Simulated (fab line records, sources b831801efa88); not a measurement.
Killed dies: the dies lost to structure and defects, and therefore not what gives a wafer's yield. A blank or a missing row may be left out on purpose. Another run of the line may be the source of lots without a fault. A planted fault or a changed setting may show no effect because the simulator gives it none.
fab line records	flow sky130
record lots=13	wafers=39	last-day=50
route steps=708 shown FIELD_ISO@26 PWDE@52 NWELL@60 PAD_OPEN@708
lots untouched by any fault: they come from a run of this same line in which no faults occurred
start-h: the number of hours between the record's first day and the start of the first shown wafer of the lot	wait-h: hours from the lot's prior step to this one	" same as the row above	L1.1+2: a single row standing in for several wafers	- no value present, or no start provided	* or withheld: withheld	< > ~ a bound
route shown NAME@n: names a module that has steps shown in the file, with the first one's number in the route	usual: mean/standard deviation of fault-free wafers	same: alike in all rows	chamber/n: place in a boat	sites: the reading at each site	_std_site: their standard deviation	_edge_site: the outer-site mean with the inner-site mean subtracted	radius-mm: for every site, how far away it sits from the centre of the wafer	mask NAME#n: copy n	behind: the most recent tool/chamber to have shaped the wafer	hold: reason for holding the lot/hours on hold/outcome of the hold	device: the transistor (n, p or np) that didn't switch	end of line: the tests these same wafers got at the end of their route	for a step that has no rows: nothing shown but its recipe	killed: the dies lost at the first sort to structure and to defects; this is not the yield of the wafer	map: dies across one wafer; x = killed, . = not, _ = none there
set.NAME: setting as actually run; set.NAME@STEP: the setting as run at that earlier step	model.NAME: the simulator's own value behind a step, which no gauge read
steps of the route over a sample of lots; a table a step, a row a wafer
services: a tool's chamber out of use, with start hour (start-h, from the record's first day; less than 0 if before it), hours out, and reason
## steps
# step SKY_FIELD_ISO_THK_MEAS_25
# recipe reads=SiO2_of_FIELD_ISO_CVD_24
# usual FIELD_ISO_CVD_24_THK=593/9
lot.wafer	tool	chamber	start-h	wait-h	FIELD_ISO_CVD_24_THK[nm]
L613.1	film-metro-02	-	32.71	0.0	594
L613.2	"	-	"	"	597
L613.6	"	-	"	"	588
L615.1	film-metro-02	-	41.67	0.0	595
L615.3	"	-	"	"	586
L615.4	"	-	"	"	600
L616.1	film-metro-04	-	49.49	0.0	591
L616.2	"	-	"	"	608
L616.6	"	-	"	"	587
L619.2	film-metro-01	-	64.12	0.0	588
L619.5	"	-	"	"	609
L619.6	"	-	"	"	591
L621.1	film-metro-04	-	71.61	0.0	584
L621.2	"	-	"	"	597
L621.5	"	-	"	"	585
L622.1	film-metro-02	-	80.92	0.0	597
L622.2	"	-	"	"	593
L622.5	"	-	"	"	610
L628.2	film-metro-01	-	112.22	0.0	601
L628.5	"	-	"	"	599
L628.6	"	-	"	"	590
L629.2	film-metro-02	-	113.92	0.0	607
L629.4	"	-	"	"	595
L629.6	"	-	"	"	610
L630.1	film-metro-02	-	120.81	0.0	571
L630.4	"	-	"	"	583
L630.5	"	-	"	"	586
L632.4	film-metro-01	-	133.23	0.0	590
L632.5	"	-	"	"	596
L632.6	"	-	"	"	579
L633.3	film-metro-01	-	137.96	0.1	611
L633.4	"	-	"	"	607
L633.6	"	-	"	"	588
L634.2	film-metro-01	-	143.53	0.0	590
L634.3	"	-	"	"	598
L634.6	"	-	"	"	602
L636.1	film-metro-04	-	150.60	0.0	606
L636.2	"	-	"	"	592
L636.6	"	-	"	"	586
# step SKY_PWDE_OVL_MEAS_07
# usual PWDE_OVL=0.6/1.4
lot.wafer	tool	chamber	start-h	wait-h	PWDE_OVL[nm]
L613.1	overlay-02	-	68.59	-	0.3
L613.2	"	-	"	"	0.0
L613.6	"	-	"	"	-0.2
L615.1	overlay-01	-	79.62	-	-2.0
L615.3	"	-	"	"	-2.3
L615.4	"	-	"	"	-1.0
L616.1	overlay-01	-	86.99	-	-1.5
L616.2	"	-	"	"	-0.7
L616.6	"	-	"	"	-0.2
L619.2	overlay-02	-	104.04	-	0.3
L619.5	"	-	"	"	2.5
L619.6	"	-	"	"	1.2
L621.1	overlay-02	-	110.47	-	-0.4
L621.2	"	-	"	"	0.1
L621.5	"	-	"	"	0.1
L622.1	overlay-02	-	122.47	-	0.6
L622.2	"	-	"	"	0.9
L622.5	"	-	"	"	0.0
L628.2	overlay-02	-	158.82	-	0.3
L628.5	"	-	"	"	0.6
L628.6	"	-	"	"	-0.5
L629.2	overlay-01	-	159.24	-	0.3
L629.4	"	-	"	"	-0.3
L629.6	"	-	"	"	0.6
L630.1	overlay-01	-	165.64	-	0.3
L630.4	"	-	"	"	0.1
L630.5	"	-	"	"	1.7
L632.4	overlay-02	-	178.30	-	2.0
L632.5	"	-	"	"	0.2
L632.6	"	-	"	"	1.6
L633.3	overlay-01	-	182.88	-	-2.5
L633.4	"	-	"	"	-1.5
L633.6	"	-	"	"	-1.6
L634.2	overlay-01	-	189.44	-	-1.1
L634.3	"	-	"	"	-1.5
L634.6	"	-	"	"	-1.0
L636.1	overlay-02	-	195.89	-	0.8
L636.2	"	-	"	"	0.2
L636.6	"	-	"	"	1.1
# step SKY_NWELL_EXPOSE_07
# recipe mask-id=NWM	na=0.6	source-shape=conventional	sigma-outer=0.6	polarization=unpolarized	target-cd-nm=840	dose-mj=255
lot.wafer	tool	chamber	start-h	wait-h	mask
L613.1+2+6	iline-stepper-02	0	78.27	-	NWM#0
L615.1+3+4	iline-stepper-01	0	88.24	-	NWM#0
L616.1+2+6	iline-stepper-01	0	96.78	-	NWM#0
L619.2+5+6	iline-stepper-02	0	113.91	-	PWDEM#0
L621.1+2+5	iline-stepper-02	0	119.73	-	NWM#0
L622.1+2+5	iline-stepper-01	0	132.67	-	NWM#0
L628.2+5+6	iline-stepper-01	0	169.29	-	NWM#0
L629.2+4+6	iline-stepper-02	0	170.13	-	NWM#0
L630.1+4+5	iline-stepper-02	0	176.19	-	NWM#0
L632.4+5+6	iline-stepper-02	0	188.49	-	NWM#0
L633.3+4+6	iline-stepper-02	0	193.23	-	NWM#0
L634.2+3+6	iline-stepper-01	0	199.45	-	NWM#0
L636.1+2+6	iline-stepper-01	0	208.09	-	NWM#0
# step SKY_NWELL_OVL_MEAS_10
# usual NWELL_00_OVL=1.0/1.7
lot.wafer	tool	chamber	start-h	wait-h	NWELL_00_OVL[nm]
L613.1	overlay-01	-	86.57	-	-1.7
L613.2	"	-	"	"	-2.2
L613.6	"	-	"	"	-2.1
L615.1	overlay-02	-	97.19	-	1.0
L615.3	"	-	"	"	-0.5
L615.4	"	-	"	"	-0.4
L616.1	overlay-01	-	104.93	-	-0.3
L616.2	"	-	"	"	-2.2
L616.6	"	-	"	"	-0.6
L619.2	overlay-01	-	122.43	-	-
L619.5	"	-	"	"	-
L619.6	"	-	"	"	-
L621.1	overlay-01	-	128.89	-	-1.4
L621.2	"	-	"	"	-2.0
L621.5	"	-	"	"	-1.2
L622.1	overlay-01	-	142.42	-	2.1
L622.2	"	-	"	"	1.5
L622.5	"	-	"	"	-0.1
L628.2	overlay-02	-	179.78	-	2.6
L628.5	"	-	"	"	0.5
L628.6	"	-	"	"	2.1
L629.2	overlay-02	-	180.62	-	2.1
L629.4	"	-	"	"	3.0
L629.6	"	-	"	"	2.5
L630.1	overlay-01	-	185.37	-	0.9
L630.4	"	-	"	"	0.4
L630.5	"	-	"	"	0.6
L632.4	overlay-01	-	197.65	-	1.7
L632.5	"	-	"	"	2.2
L632.6	"	-	"	"	1.2
L633.3	overlay-02	-	204.49	-	4.2
L633.4	"	-	"	"	4.9
L633.6	"	-	"	"	3.9
L634.2	overlay-02	-	211.13	-	2.1
L634.3	"	-	"	"	3.6
L634.6	"	-	"	"	3.4
L636.1	overlay-02	-	219.13	-	3.5
L636.2	"	-	"	"	1.8
L636.6	"	-	"	"	2.7
# step SKY_NWELL_TW_MEAS_15
# usual NWELL_TW=1817/10
lot.wafer	tool	chamber	start-h	wait-h	NWELL_TW
L613.1	film-metro-01	-	87.15	0.1	1819
L613.2	"	-	"	"	1824
L613.6	"	-	"	"	1822
L615.1	film-metro-01	-	97.77	0.1	1811
L615.3	"	-	"	"	1813
L615.4	"	-	"	"	1817
L616.1	film-metro-01	-	105.51	0.1	1808
L616.2	"	-	"	"	1810
L616.6	"	-	"	"	1795
L619.2	film-metro-02	-	123.02	0.1	30
L619.5	"	-	"	"	30
L619.6	"	-	"	"	30
L621.1	film-metro-03	-	129.47	0.1	1808
L621.2	"	-	"	"	1814
L621.5	"	-	"	"	1816
L622.1	film-metro-01	-	143.00	0.1	1825
L622.2	"	-	"	"	1815
L622.5	"	-	"	"	1807
L628.2	film-metro-03	-	180.37	0.1	1800
L628.5	"	-	"	"	1805
L628.6	"	-	"	"	1812
L629.2	film-metro-02	-	181.21	0.1	1840
L629.4	"	-	"	"	1828
L629.6	"	-	"	"	1818
L630.1	film-metro-03	-	185.95	0.1	1804
L630.4	"	-	"	"	1802
L630.5	"	-	"	"	1804
L632.4	film-metro-02	-	198.25	0.1	1825
L632.5	"	-	"	"	1833
L632.6	"	-	"	"	1827
L633.3	film-metro-03	-	205.08	0.1	1801
L633.4	"	-	"	"	1811
L633.6	"	-	"	"	1812
L634.2	film-metro-02	-	211.72	0.1	1844
L634.3	"	-	"	"	1834
L634.6	"	-	"	"	1826
L636.1	film-metro-02	-	219.71	0.1	1812
L636.2	"	-	"	"	1803
L636.6	"	-	"	"	1817
# step SKY_NWELL_OVL_MEAS_23
# usual NWELL_01_OVL=0.6/1.2
lot.wafer	tool	chamber	start-h	wait-h	NWELL_01_OVL[nm]
L613.1	overlay-01	-	104.57	-	0.7
L613.2	"	-	"	"	0.1
L613.6	"	-	"	"	0.2
L615.1	overlay-02	-	115.69	-	1.3
L615.3	"	-	"	"	2.5
L615.4	"	-	"	"	1.9
L616.1	overlay-01	-	123.47	-	0.5
L616.2	"	-	"	"	-1.2
L616.6	"	-	"	"	1.7
L619.2	overlay-02	-	142.59	-	2.3
L619.5	"	-	"	"	1.3
L619.6	"	-	"	"	2.1
L621.1	overlay-01	-	149.37	-	-0.9
L621.2	"	-	"	"	-0.8
L621.5	"	-	"	"	-0.6
L622.1	overlay-02	-	162.84	-	0.0
L622.2	"	-	"	"	1.5
L622.5	"	-	"	"	1.5
L628.2	overlay-01	-	199.89	-	1.4
L628.5	"	-	"	"	0.3
L628.6	"	-	"	"	2.2
L629.2	overlay-02	-	201.74	-	-1.3
L629.4	"	-	"	"	-2.2
L629.6	"	-	"	"	-1.1
L630.1	overlay-02	-	207.78	-	0.9
L630.4	"	-	"	"	1.0
L630.5	"	-	"	"	2.0
L632.4	overlay-01	-	221.05	-	1.5
L632.5	"	-	"	"	1.8
L632.6	"	-	"	"	2.4
L633.3	overlay-02	-	226.69	-	1.3
L633.4	"	-	"	"	0.9
L633.6	"	-	"	"	0.0
L634.2	overlay-01	-	234.59	-	0.7
L634.3	"	-	"	"	0.2
L634.6	"	-	"	"	0.1
L636.1	overlay-02	-	243.02	-	0.0
L636.2	"	-	"	"	-0.4
L636.6	"	-	"	"	-1.3
# step SKY_PAD_OPEN_PROBE_99
# usual killed_at_M0_to_M3=44/7.3	killed_at_M4_up=3.3/1.8	killed-at-contacts=24/5.3	killed-at-front-end=16/5	killed-at-other=0.2/0.51	killed-dies=87/10	killed-on-rim=17/3.9	killed-open=47/7.5	killed-short=40/6.3
# same gross-dies=492	killed-at-back-side=0
lot.wafer	tool	chamber	start-h	wait-h	killed_at_M0_to_M3	killed_at_M4_up	killed-at-contacts	killed-at-front-end	killed-at-other	killed-dies	killed-on-rim	killed-open	killed-short
L613.1	prober-02	-	1080.17	0.1	40	3	22	21	0	86	14	51	35
L613.2	prober-02	-	1080.22	0.1	41	3	22	20	0	86	17	46	40
L613.6	prober-02	-	1080.42	0.2	40	6	24	15	0	85	19	52	33
L615.1	prober-02	-	1094.25	0.1	50	2	25	12	0	89	15	51	38
L615.3	prober-02	-	1094.35	0.2	42	1	36	12	0	91	22	47	44
L615.4	prober-02	-	1094.40	0.2	59	2	21	17	0	99	24	62	37
L616.1	prober-01	-	1099.25	0.1	44	2	21	20	0	87	16	54	33
L616.2	prober-01	-	1099.30	0.1	51	3	22	14	0	90	22	53	37
L616.6	prober-01	-	1099.50	0.2	55	4	16	15	0	90	14	42	48
L619.2	prober-01	-	1121.34	0.1	41	4	28	418	1	492	96	47	38
L619.5	prober-01	-	1121.49	0.2	39	3	21	429	0	492	96	43	37
L619.6	prober-01	-	1121.54	0.2	33	3	22	434	0	492	96	44	32
L621.1	prober-02	-	1142.20	0.1	43	1	30	15	0	89	17	47	42
L621.2	prober-02	-	1142.25	0.1	54	3	24	13	0	94	20	42	52
L621.5	prober-02	-	1142.40	0.2	42	0	19	12	0	73	11	41	32
L622.1	prober-01	-	1142.81	0.1	46	5	22	18	0	91	21	44	47
L622.2	prober-01	-	1142.86	0.1	56	4	23	16	0	99	11	52	47
L622.5	prober-01	-	1143.01	0.2	34	2	22	14	0	72	14	37	35
L628.2	prober-01	-	1175.27	0.1	43	5	15	13	0	76	20	44	32
L628.5	prober-01	-	1175.42	0.2	40	3	22	15	0	80	18	42	38
L628.6	prober-01	-	1175.47	0.2	42	3	27	18	0	90	18	48	42
L629.2	prober-02	-	1176.30	0.1	40	3	25	13	0	81	8	38	43
L629.4	prober-02	-	1176.40	0.2	30	5	20	13	0	68	18	39	29
L629.6	prober-02	-	1176.50	0.2	53	4	37	14	0	108	25	58	50
L630.1	prober-01	-	1177.75	0.1	44	4	16	12	0	76	21	38	38
L630.4	prober-01	-	1177.90	0.2	57	3	27	8	0	95	18	54	41
L630.5	prober-01	-	1177.95	0.2	42	5	25	21	0	93	15	54	39
L632.4	prober-01	-	1189.93	0.2	37	0	24	12	1	74	12	44	30
L632.5	prober-01	-	1189.98	0.2	39	2	26	16	1	84	11	44	40
L632.6	prober-01	-	1190.03	0.2	52	4	30	18	0	104	23	59	45
L633.3	prober-02	-	1194.71	0.2	39	1	24	9	1	74	9	51	23
L633.4	prober-02	-	1194.76	0.2	43	3	23	29	0	98	20	50	48
L633.6	prober-02	-	1194.86	0.2	48	1	17	15	0	81	17	48	33
L634.2	prober-01	-	1199.94	0.1	52	0	20	18	0	90	17	41	49
L634.3	prober-01	-	1199.99	0.2	49	4	16	14	0	83	17	48	35
L634.6	prober-01	-	1200.14	0.2	39	1	25	5	1	71	19	35	36
L636.1	prober-01	-	1202.75	0.1	50	6	18	7	0	81	17	51	30
L636.2	prober-01	-	1202.80	0.1	43	3	25	8	0	79	12	41	38
L636.6	prober-01	-	1203.00	0.2	42	3	30	12	0	87	20	44	43
# killed by level:class
L613.1 VIA1:geometric-particle:open=10 VIA3:geometric-particle:open=8 FIELD_ISO:geometric-particle:short=7 LI_CONTACT:geometric-particle:open=7 CONTACT:geometric-particle:open=7 FIELD_ISO:geometric-particle:open=6 METAL1:geometric-particle:short=5 POLY_GATE:geometric-particle:open=4
L613.2 LI_CONTACT:geometric-particle:open=9 VIA2:geometric-particle:open=8 FIELD_ISO:geometric-particle:short=7 VIA1:geometric-particle:open=7 VIA3:geometric-particle:open=7 FIELD_ISO:geometric-particle:open=6 CONTACT:geometric-particle:short=5 CONTACT:geometric-particle:open=5
L613.6 CONTACT:geometric-particle:open=11 VIA2:geometric-particle:open=10 LI_CONTACT:geometric-particle:open=7 VIA1:geometric-particle:open=7 FIELD_ISO:geometric-particle:short=5 FIELD_ISO:geometric-particle:open=5 METAL1:geometric-particle:short=5 VIA3:geometric-particle:open=5
L615.1 VIA1:geometric-particle:open=11 CONTACT:geometric-particle:open=7 VIA3:geometric-particle:open=7 VIA2:geometric-particle:open=7 LI_CONTACT:geometric-particle:open=6 METAL1:geometric-particle:short=6 LI_CONTACT:geometric-particle:short=5 POLY_GATE:geometric-particle:open=5
L615.3 CONTACT:geometric-particle:open=16 VIA1:geometric-particle:open=11 LI_CONTACT:geometric-particle:open=6 LOCAL_INTERCONNECT:geometric-particle:short=5 CONTACT:geometric-particle:short=5 METAL3:geometric-particle:short=5 VIA3:geometric-particle:open=5 METAL1:geometric-particle:short=4
L615.4 CONTACT:geometric-particle:open=13 VIA3:geometric-particle:open=12 VIA1:geometric-particle:open=10 METAL1:geometric-particle:short=9 VIA2:geometric-particle:open=6 FIELD_ISO:geometric-particle:short=5 FIELD_ISO:geometric-particle:open=5 LI_CONTACT:geometric-particle:open=5
L616.1 VIA1:geometric-particle:open=16 CONTACT:geometric-particle:open=9 METAL2:geometric-particle:short=7 VIA2:geometric-particle:open=7 FIELD_ISO:geometric-particle:short=5 VIA3:geometric-particle:open=5 FIELD_ISO:geometric-particle:open=4 POLY_GATE:geometric-particle:open=4
L616.2 VIA1:geometric-particle:open=12 VIA2:geometric-particle:open=10 CONTACT:geometric-particle:open=10 VIA3:geometric-particle:open=8 VIA1:geometric-particle:short=7 LI_CONTACT:geometric-particle:short=5 METAL2:geometric-particle:short=4 VIA2:geometric-particle:short=4
L616.6 VIA1:geometric-particle:open=13 VIA2:geometric-particle:open=10 METAL1:geometric-particle:short=9 FIELD_ISO:geometric-particle:short=6 METAL2:geometric-particle:short=5 POLY_GATE:geometric-particle:open=4 LOCAL_INTERCONNECT:geometric-particle:short=4 CONTACT:geometric-particle:open=4
L619.2 NWELL:area-expose=407 CONTACT:geometric-particle:open=10 VIA2:geometric-particle:open=9 LOCAL_INTERCONNECT:geometric-particle:short=7 VIA3:geometric-particle:open=7 FIELD_ISO:geometric-particle:short=5 VIA1:geometric-particle:open=5 METAL1:geometric-particle:short=4
L619.5 NWELL:area-expose=412 VIA1:geometric-particle:open=9 CONTACT:geometric-particle:open=7 VIA3:geometric-particle:open=7 FIELD_ISO:geometric-particle:short=5 VIA2:geometric-particle:open=5 FIELD_ISO:geometric-particle:open=4 LI_CONTACT:geometric-particle:open=4
L619.6 NWELL:area-expose=416 CONTACT:geometric-particle:open=9 VIA1:geometric-particle:open=6 FIELD_ISO:geometric-particle:open=5 VIA3:geometric-particle:open=5 LI_CONTACT:geometric-particle:open=4 LOCAL_INTERCONNECT:geometric-particle:short=4 CONTACT:geometric-particle:short=4
L621.1 CONTACT:geometric-particle:open=11 VIA1:geometric-particle:open=9 LI_CONTACT:geometric-particle:open=7 METAL2:geometric-particle:short=7 VIA1:geometric-particle:short=7 VIA2:geometric-particle:open=6 CONTACT:geometric-particle:short=6 FIELD_ISO:geometric-particle:short=5
L621.2 VIA1:geometric-particle:open=13 CONTACT:geometric-particle:open=8 VIA1:geometric-particle:short=8 METAL2:geometric-particle:short=8 METAL1:geometric-particle:short=6 VIA3:geometric-particle:open=6 FIELD_ISO:geometric-particle:short=5 POLY_GATE:geometric-particle:short=4
L621.5 VIA1:geometric-particle:open=8 VIA2:geometric-particle:open=8 VIA3:geometric-particle:open=8 CONTACT:geometric-particle:open=7 CONTACT:geometric-particle:short=6 POLY_GATE:geometric-particle:short=5 METAL2:geometric-particle:short=4 POLY_GATE:geometric-particle:open=4
L622.1 METAL2:geometric-particle:short=12 VIA1:geometric-particle:open=7 FIELD_ISO:geometric-particle:open=6 LI_CONTACT:geometric-particle:open=6 METAL1:geometric-particle:short=6 CONTACT:geometric-particle:short=6 CONTACT:geometric-particle:open=6 VIA1:geometric-particle:short=6
L622.2 CONTACT:geometric-particle:open=10 VIA1:geometric-particle:open=9 VIA2:geometric-particle:open=9 METAL2:geometric-particle:short=8 METAL1:geometric-particle:short=7 FIELD_ISO:geometric-particle:open=6 FIELD_ISO:geometric-particle:short=6 VIA1:geometric-particle:short=6
L622.5 CONTACT:geometric-particle:open=10 VIA1:geometric-particle:open=7 VIA2:geometric-particle:open=6 CONTACT:geometric-particle:short=5 METAL2:geometric-particle:short=5 SPACER:geometric-particle:short=4 POLY_GATE:geometric-particle:short=3 LI_CONTACT:geometric-particle:short=3
L628.2 VIA1:geometric-particle:open=10 VIA3:geometric-particle:open=7 METAL2:geometric-particle:short=7 POLY_GATE:geometric-particle:open=5 LI_CONTACT:geometric-particle:open=5 METAL2:geometric-particle:open=5 VIA1:geometric-particle:short=4 METAL4:geometric-particle:short=4
L628.5 CONTACT:geometric-particle:open=9 METAL2:geometric-particle:short=8 VIA1:geometric-particle:short=7 VIA3:geometric-particle:open=7 VIA1:geometric-particle:open=6 LI_CONTACT:geometric-particle:open=5 CONTACT:geometric-particle:short=5 VIA2:geometric-particle:open=4
L628.6 VIA1:geometric-particle:open=12 LI_CONTACT:geometric-particle:open=9 LOCAL_INTERCONNECT:geometric-particle:short=7 POLY_GATE:geometric-particle:open=6 METAL2:geometric-particle:short=6 VIA3:geometric-particle:open=6 CONTACT:geometric-particle:open=5 POLY_GATE:geometric-particle:short=4
L629.2 POLY_GATE:geometric-particle:short=8 VIA3:geometric-particle:short=8 CONTACT:geometric-particle:open=7 VIA2:geometric-particle:open=6 LOCAL_INTERCONNECT:geometric-particle:short=5 LI_CONTACT:geometric-particle:open=5 METAL2:geometric-particle:short=5 VIA3:geometric-particle:open=5
L629.4 CONTACT:geometric-particle:open=9 VIA1:geometric-particle:open=7 VIA3:geometric-particle:open=5 POLY_GATE:geometric-particle:short=4 LI_CONTACT:geometric-particle:open=4 LOCAL_INTERCONNECT:geometric-particle:short=4 METAL1:geometric-particle:short=4 POLY_GATE:geometric-particle:open=3
L629.6 VIA1:geometric-particle:open=12 LI_CONTACT:geometric-particle:open=11 CONTACT:geometric-particle:open=10 CONTACT:geometric-particle:short=9 METAL2:geometric-particle:short=8 VIA3:geometric-particle:open=8 METAL1:geometric-particle:short=6 VIA2:geometric-particle:open=6
L630.1 VIA1:geometric-particle:open=12 CONTACT:geometric-particle:open=8 METAL1:geometric-particle:short=8 METAL2:geometric-particle:short=7 LI_CONTACT:geometric-particle:open=4 METAL4:geometric-particle:short=4 FIELD_ISO:geometric-particle:short=3 SPACER:geometric-particle:open=3
L630.4 VIA1:geometric-particle:open=12 VIA3:geometric-particle:open=12 METAL1:geometric-particle:short=10 CONTACT:geometric-particle:open=9 LI_CONTACT:geometric-particle:open=8 VIA2:geometric-particle:open=6 METAL2:geometric-particle:short=5 VIA2:geometric-particle:short=5
L630.5 VIA1:geometric-particle:open=15 CONTACT:geometric-particle:open=14 METAL1:geometric-particle:short=8 POLY_GATE:geometric-particle:short=7 METAL4:geometric-particle:short=5 POLY_GATE:geometric-particle:open=4 VIA2:geometric-particle:open=4 VIA3:geometric-particle:open=4
L632.4 VIA1:geometric-particle:open=11 CONTACT:geometric-particle:open=10 LI_CONTACT:geometric-particle:open=8 VIA3:geometric-particle:open=6 VIA1:geometric-particle:short=5 POLY_GATE:geometric-particle:short=4 SPACER:geometric-particle:short=4 CONTACT:geometric-particle:short=4
L632.5 VIA1:geometric-particle:open=8 LI_CONTACT:geometric-particle:open=7 CONTACT:geometric-particle:open=7 METAL1:geometric-particle:short=6 METAL2:geometric-particle:short=6 VIA2:geometric-particle:open=6 POLY_GATE:geometric-particle:open=5 VIA3:geometric-particle:open=5
L632.6 VIA1:geometric-particle:open=17 LI_CONTACT:geometric-particle:open=9 VIA3:geometric-particle:open=8 CONTACT:geometric-particle:open=8 CONTACT:geometric-particle:short=7 METAL1:geometric-particle:short=7 POLY_GATE:geometric-particle:open=6 METAL2:geometric-particle:short=5
L633.3 CONTACT:geometric-particle:open=12 VIA2:geometric-particle:open=11 VIA3:geometric-particle:open=9 VIA1:geometric-particle:open=7 LI_CONTACT:geometric-particle:open=6 FIELD_ISO:geometric-particle:short=4 METAL1:geometric-particle:short=4 LOCAL_INTERCONNECT:geometric-particle:short=3
L633.4 VIA1:geometric-particle:open=12 FIELD_ISO:geometric-particle:open=9 FIELD_ISO:geometric-particle:short=7 CONTACT:geometric-particle:open=7 CONTACT:geometric-particle:short=5 METAL1:geometric-particle:short=5 VIA3:geometric-particle:open=5 LOCAL_INTERCONNECT:geometric-particle:short=4
L633.6 VIA1:geometric-particle:open=15 LI_CONTACT:geometric-particle:open=7 VIA1:geometric-particle:short=6 METAL2:geometric-particle:short=5 FIELD_ISO:geometric-particle:short=4 FIELD_ISO:geometric-particle:open=4 CONTACT:geometric-particle:short=4 CONTACT:geometric-particle:open=4
L634.2 METAL1:geometric-particle:short=11 VIA1:geometric-particle:open=9 METAL2:geometric-particle:short=8 LI_CONTACT:geometric-particle:open=7 VIA3:geometric-particle:open=7 FIELD_ISO:geometric-particle:short=5 VIA3:geometric-particle:short=5 POLY_GATE:geometric-particle:open=4
L634.3 VIA3:geometric-particle:open=10 CONTACT:geometric-particle:open=8 VIA1:geometric-particle:open=8 METAL1:geometric-particle:short=7 VIA2:geometric-particle:open=6 VIA1:geometric-particle:short=5 POLY_GATE:geometric-particle:short=4 POLY_GATE:geometric-particle:open=4
L634.6 LI_CONTACT:geometric-particle:open=8 VIA1:geometric-particle:open=8 CONTACT:geometric-particle:short=6 METAL1:geometric-particle:short=6 VIA3:geometric-particle:open=6 VIA3:geometric-particle:short=5 LOCAL_INTERCONNECT:geometric-particle:short=4 CONTACT:geometric-particle:open=4
L636.1 VIA3:geometric-particle:open=14 VIA1:geometric-particle:open=10 CONTACT:geometric-particle:open=9 METAL1:geometric-particle:short=7 LI_CONTACT:geometric-particle:open=5 VIA2:geometric-particle:open=5 METAL4:geometric-particle:short=4 VIA3:geometric-particle:short=4
L636.2 VIA1:geometric-particle:open=11 METAL1:geometric-particle:short=8 VIA2:geometric-particle:open=8 LOCAL_INTERCONNECT:geometric-particle:short=8 LI_CONTACT:geometric-particle:open=7 CONTACT:geometric-particle:open=6 VIA3:geometric-particle:open=5 POLY_GATE:geometric-particle:short=4
L636.6 VIA1:geometric-particle:open=9 LI_CONTACT:geometric-particle:open=8 METAL1:geometric-particle:short=8 CONTACT:geometric-particle:open=6 METAL2:geometric-particle:short=6 LOCAL_INTERCONNECT:geometric-particle:short=5 VIA2:geometric-particle:open=5 LI_CONTACT:geometric-particle:short=4
## services
tool	chamber	start-h	hours	kind
iline-stepper-01	-	72.34	7.9	repair
iline-stepper-01	-	125.92	1.7	pm
iline-stepper-02	-	131.92	4.4	pm
iline-stepper-02	-	207.30	5.4	repair
## key
first-sign step=SKY_NWELL_EXPOSE_07	reading=mask	direction=changed
effect step=SKY_NWELL_OVL_MEAS_10	reading=NWELL_00_OVL	direction=missing
effect step=SKY_NWELL_TW_MEAS_15	reading=NWELL_TW	direction=down	sigmas=99+	usual=1817	struck=30
effect step=SKY_PAD_OPEN_PROBE_99	reading=killed-at-front-end	direction=up	sigmas=83	usual=16	struck=427
more-kills-born-at SKY_NWELL_EXPOSE_07@iline-stepper-02=1235
met-at SKY_NWELL_EXPOSE_07
struck-lots L619
tester-left-out L619
not-acting-at SKY_FIELD_ISO_THK_MEAS_25,SKY_PWDE_OVL_MEAS_07,SKY_NWELL_OVL_MEAS_23
onset-between 78.27 113.91
fault kind=wrong-mask	tool=any	chamber=-	onset-h=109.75	steps=SKY_NWELL_EXPOSE_07	aux-copy=PWDEM#0	scope=struck-lots-only
# tester-left-out: of these lots the tester's yield and bins aren't shown, on N5 and GAA mostly nor the transistor test; their killed dies are dies lost to structure and defects alone, not to doping, threshold or leakage, so they don't give the yield
